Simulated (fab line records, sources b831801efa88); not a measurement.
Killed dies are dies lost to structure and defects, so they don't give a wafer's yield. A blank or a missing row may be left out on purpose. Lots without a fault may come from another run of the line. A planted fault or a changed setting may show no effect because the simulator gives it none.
One fault seen from 2 desks | flow gf180mcu | each desk has only its own numbers; what lay behind them comes last

THE TOOL OWNER'S DESK: litho_track-03
The tool's own readings at GF_M5_PEB_05 (peb time 90 s): means of the sampled wafers that have a number, for each lot that ran on this tool. A lot is out of limits, marked OUT, if its mean lies more than 4 standard deviations from the usual mean; the brackets give that distance.
Columns: A = heater_power_total_W at GF_M5_PEB_05, usual 85.70 W; B = plate_temp_C at GF_M5_PEB_05, usual 134.99 C
lot  | first seen here | A                        | B
L898 | day 27 23:26    | 85.67                    | 134.88
L903 | day 29 10:13    | 85.71                    | 135.00
L905 | day 29 22:44    | 85.77                    | 135.00
L912 | day 31 13:37    | 101.57 (+99 or more) OUT | 154.13 (+99 or more) OUT
L913 | day 31 20:43    | 101.52 (+99 or more) OUT | 153.75 (+99 or more) OUT
This desk's finding: out of limits on L912, L913; first on L912, day 31 13:37 (heater_power_total_W at GF_M5_PEB_05). In limits: L898, L903, L905.

THE METROLOGY DESK
What the gauges read, lot by lot, whatever tool the lot ran on: means of the sampled wafers that have a number. A lot is out of limits, marked OUT, if its mean lies more than 4 standard deviations from the usual mean; the brackets give that distance.
Columns: A = V4_OVL at GF_V4_OVL_MEAS_15, usual -8 nm; B = cd_nm at GF_M5_CD_MEAS_07, usual 280.1 nm
lot  | first seen here | A   | B
L894 | day 24 08:24    | -11 | 280.0
L899 | day 26 04:17    | -2  | 277.7
L898 | day 26 04:59    | -7  | 279.2
L901 | day 26 21:49    | -3  | 279.5
L902 | day 27 01:29    | -10 | 280.7
L903 | day 27 18:29    | -1  | 282.1
L905 | day 28 05:43    | -14 | 278.8
L906 | day 28 07:28    | -3  | 280.5
L911 | day 29 21:31    | -4  | 281.1
L912 | day 30 00:26    | -6  | 257.2 (-23) OUT
L913 | day 30 07:21    | -5  | 256.1 (-24) OUT
L917 | day 31 09:15    | -12 | 280.9
This desk's finding: out of limits on L912, L913; first on L912, day 31 13:56 (cd_nm at GF_M5_CD_MEAS_07). In limits: L894, L899, L898, L901, L902, L903, L905, L906, L911, L917.

PUT TOGETHER
The tool owner's desk could have raised an alarm at day 31 13:37, on L912, L913.
The metrology desk could have raised an alarm at day 31 13:56, on L912, L913.
Of the lots named, all ran GF_M5_PEB_05 on litho_track-03.

WHAT THE SIMULATOR HAD PUT IN
Process parameter drift: litho_track-03, from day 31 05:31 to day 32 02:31, at GF_M5_PEB_05. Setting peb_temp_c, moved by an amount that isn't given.
Lots struck among those shown: L912, L913.
Hours from the fault's start to each desk's first reading out of limits: the tool owner's desk, 8; the metrology desk, 8.
